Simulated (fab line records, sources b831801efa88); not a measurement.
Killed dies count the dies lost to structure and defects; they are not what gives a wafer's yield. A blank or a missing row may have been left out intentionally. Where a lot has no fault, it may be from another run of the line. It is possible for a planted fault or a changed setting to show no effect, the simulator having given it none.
Problem report in the 8D (eight disciplines) form, filled by code	flow sky130	the parts of the form that need people (team, actions taken, sign-off) are left out

== 1. PROBLEM STATEMENT ==
oes-product-au at SKY_PAD_OPEN_ETCH_07 reads a mean of 0.881 a.u. on 4 wafers of 2 lots; wafers without a fault read 0.979 a.u. with a standard deviation of 0.0071. That is -14 standard deviations from the usual mean.
The step: etches the open film in CF4/O2, stops on AlCu, target depth 725 nm, time 161.1 s.
First seen on wafer L909.3, day 47 23:23, on rie-diel-03. The record holds 18 wafers of 6 lots with a number at this step. The rule behind "out" and "out of limits": a value lying over 4 standard deviations away from the usual mean. All remaining wafers that have a number are taken as sound.

== 2. WHAT IT IS, AND WHAT IT ISN'T ==
question	is	is not
which readings at this step	oes-product-au	drypump-motor-current-A
which lots	L909, L910	L907, L912, L915, L922
which wafers of those lots	L909.3, L909.6, L910.3, L910.4	L909.5, L910.1
read on which tools	rie-diel-03	rie-diel-02, rie-diel-04
when	from day 47 23:23	up to then (4 sound wafers); but 10 sound wafers of L910, L912, L915, L922 came after

== 3. THE SUSPECTS, EACH WITH WHAT RULES IT OUT ==
Counting: a tool at a process step up to the reading stays a suspect if it ran every lot that is out. Sound lots after the first of them don't rule it out here, since some wafers of a struck lot are sound.
- rie-diel-03 at SKY_PAD_OPEN_ETCH_07 (etches the open film in CF4/O2, stops on AlCu, target depth 725 nm, time 161.1 s): kept. Every lot that is out went through it, the first being L909 (day 47 23:23); the last sound lot it ran before that was L907 (day 47 12:46). Its own readings are out on those wafers: oes-product-au.
Left after counting: rie-diel-03 at SKY_PAD_OPEN_ETCH_07.

== 4. THE CAUSE (what the simulator had put in) ==
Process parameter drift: rie-diel-03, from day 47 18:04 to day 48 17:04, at SKY_PAD_OPEN_ETCH_07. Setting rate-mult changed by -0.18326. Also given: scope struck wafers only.
This tool alone remained once counting was done.

== 5. THE CHAIN OF EFFECTS, in route order ==
Rows list readings where the struck wafers' mean (over those with a number) sits beyond 3 standard deviations from the usual. Only readings whose record carries a usual standard deviation are examined. hours: median over the lots of the time between each lot's start at the first step of this table that gives one and its start at this step. sigmas: the change, counted in usual standard deviations.
hours	step	reading	usual	on struck wafers	change	sigmas
0	SKY_PAD_OPEN_ETCH_07	oes-product-au	0.979 a.u.	0.881	-0.098	-14
0	SKY_PAD_OPEN_ETCH_07	throttle-valve-pct	5.965 %	5.934	-0.031	-3.3
Process steps it contains:
- SKY_PAD_OPEN_ETCH_07: etches the open film in CF4/O2, stops on AlCu, target depth 725 nm, time 161.1 s.

== 6. HOW IT WOULD HAVE BEEN CAUGHT EARLIER ==
In this record the first reading out of limits was taken at day 47 23:23, 5 hours after the fault began at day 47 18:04.
